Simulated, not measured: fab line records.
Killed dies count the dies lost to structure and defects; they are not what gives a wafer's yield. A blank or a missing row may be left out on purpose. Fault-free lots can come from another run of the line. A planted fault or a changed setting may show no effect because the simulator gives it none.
Tool commonality check	flow gf180mcu	14 lots and 42 wafers in the sample

THE REASON FOR OPENING IT
Of 14 lots, 2 have the reading NWELL_RS flagged at GF_VT_IMPLANT_RS_MEAS_47. No-fault wafers: 487.8 ohm/sq, standard deviation 1.2.
Rule: a lot is flagged when every wafer of it that has a number lies more than 4 standard deviations from that mean, or none has a number. The other lots count as sound.

lot	measured	on	NWELL_RS (ohm/sq), wafer by wafer	flag
L251	day 7 12:22	filmMetro-01	491.5 489.4 488.1	
L252	day 7 18:37	filmMetro-01	486.7 488.5 487.9	
L253	day 8 05:14	filmMetro-03	487.4 487.7 486.9	
L254	day 8 10:37	filmMetro-03	484.4 486.8 485.8	
L256	day 8 22:17	filmMetro-02	490.4 490.4 488.2	
L257	day 9 09:05	filmMetro-03	487.8 488.4 487.4	
L258	day 9 13:05	filmMetro-03	487.2 485.6 486.8	
L259	day 9 18:37	filmMetro-02	486.7 488.0 487.4	
L260	day 10 01:04	filmMetro-01	486.3 484.9 486.0	
L261	day 10 10:02	filmMetro-03	486.8 486.7 485.6	
L266	day 11 16:40	filmMetro-02	488.0 488.2 487.3	
L270	day 12 21:15	filmMetro-01	479.4 478.8 480.3	FLAGGED
L271	day 13 06:19	filmMetro-03	480.2 478.5 478.4	FLAGGED
L272	day 13 12:08	filmMetro-01	488.1 488.5 489.0	
On average the flagged lots' numbers are 479.3 ohm/sq, which is -8.5 ohm/sq against the usual, or -7 standard deviations.

WHICH TOOL RAN EACH LOT
The record holds 1 process step before the reading, out of a route of 602 steps. Read each cell as the tool, then ch plus the chambers that the sampled wafers visited, then the start.
lot	flag	GF_NWELL_IMPLANT_09
L251		implanter-02 ch 0, day 3 06:38
L252		implanter-02 ch 0, day 3 14:02
L253		implanter-03 ch 0, day 3 20:09
L254		implanter-02 ch 0, day 4 00:45
L256		implanter-04 ch 0, day 4 10:58
L257		implanter-02 ch 0, day 4 18:02
L258		implanter-04 ch 0, day 4 22:48
L259		implanter-04 ch 0, day 5 03:36
L260		implanter-03 ch 0, day 5 07:17
L261		implanter-02 ch 0, day 5 14:29
L266		implanter-02 ch 0, day 6 16:53
L270	FLAGGED	implanter-02 ch 0, day 7 15:47
L271	FLAGGED	implanter-02 ch 0, day 7 22:25
L272		implanter-04 ch 0, day 8 02:24
What is done by these steps:
- GF_NWELL_IMPLANT_09
- GF_VT_IMPLANT_RS_MEAS_47: measures by four-point-probe.

FLAGGED OVER TOTAL, TOOL BY TOOL (the gauges that took the reading come last)
step	tool	lots run	flagged	share of the flagged lots	sound lots run after its first flagged lot
GF_NWELL_IMPLANT_09	implanter-02	8	2	all	0
GF_NWELL_IMPLANT_09	implanter-03	2	0	none	-
GF_NWELL_IMPLANT_09	implanter-04	4	0	none	-
GF_VT_IMPLANT_RS_MEAS_47	filmMetro-01	5	1	some	1 (L272)
GF_VT_IMPLANT_RS_MEAS_47	filmMetro-02	3	0	none	-
GF_VT_IMPLANT_RS_MEAS_47	filmMetro-03	6	1	some	0

THE TABLE: WHAT IT ALLOWS
All flagged lots share 1 row of the table, namely implanter-02 at GF_NWELL_IMPLANT_09.
- implanter-02 at GF_NWELL_IMPLANT_09 ran 8 lots, 2 of them flagged. Its last sound lot is L266 (day 6 16:53), its first flagged lot L270 (day 7 15:47): a fault that began between those two fits. Its own readings (doseIonsCm2, faradayCurrentUA) fall more than 4 standard deviations out on all wafers of the flagged lots.
What remains is a single tool, implanter-02 at GF_NWELL_IMPLANT_09.

WHAT HAD BEEN PUT IN BY THE SIMULATOR
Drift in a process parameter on implanter-02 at GF_NWELL_IMPLANT_09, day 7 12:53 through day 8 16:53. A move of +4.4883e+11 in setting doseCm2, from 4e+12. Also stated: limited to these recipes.
Lots struck among those shown: L270, L271. This agrees with what the rule above found.
